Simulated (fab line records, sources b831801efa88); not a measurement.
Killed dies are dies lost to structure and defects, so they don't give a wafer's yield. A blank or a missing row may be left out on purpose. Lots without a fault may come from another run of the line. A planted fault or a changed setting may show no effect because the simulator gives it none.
Chamber matching | flow gf180mcu | GF_V1_CVD_00 on hdpcvd-02: 3 sister chambers
The step deposits SiO2, target thk 600 nm, time 100 s. 6 wafers are shown with their chamber, then 6 later ones without.

WAFERS WITH THEIR CHAMBER
wafer  | chamber | sih4_flow_sccm (sccm)
L573.6 | 2       | 59.91
L583.1 | 2       | 60.08
L583.5 | 1       | 60.30
L593.2 | 0       | 60.11
L593.4 | 0       | 60.44
L593.5 | 1       | 59.86

WAFERS WITHOUT THEIR CHAMBER
wafer  | sih4_flow_sccm (sccm)
L595.4 | 60.25
L595.5 | 59.96
L595.6 | 59.94
L596.1 | 59.95
L596.3 | 59.94
L596.5 | 60.05

WHICH CHAMBER EACH WENT THROUGH
wafer  | from the rows above          | in truth
L595.4 | can't be placed: 0 or 1 or 2 | 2
L595.5 | can't be placed: 2 or 1 or 0 | 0
L595.6 | can't be placed: 2 or 1 or 0 | 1
L596.1 | can't be placed: 2 or 1 or 0 | 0
L596.3 | can't be placed: 2 or 1 or 0 | 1
L596.5 | can't be placed: 1 or 2 or 0 | 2
Placed correctly: 0 of 6. Can't be placed from these rows: 6 (the true chamber is among the candidates in 6). Placed wrongly: 0.
How it was worked out, from the rows above alone: a wafer's distance from a chamber is the root of the sum, over the readings, of the square of ((its reading less the chamber's mean) divided by the reading's scatter). The wafer belongs to the nearest chamber; if the next one is less than 2 further off, it can't be placed. A chamber's mean is the mean of its shown wafers. The scatter: the root of (the sum of the squares of (reading less its chamber's mean) over the shown wafers, divided by (wafers less chambers)).
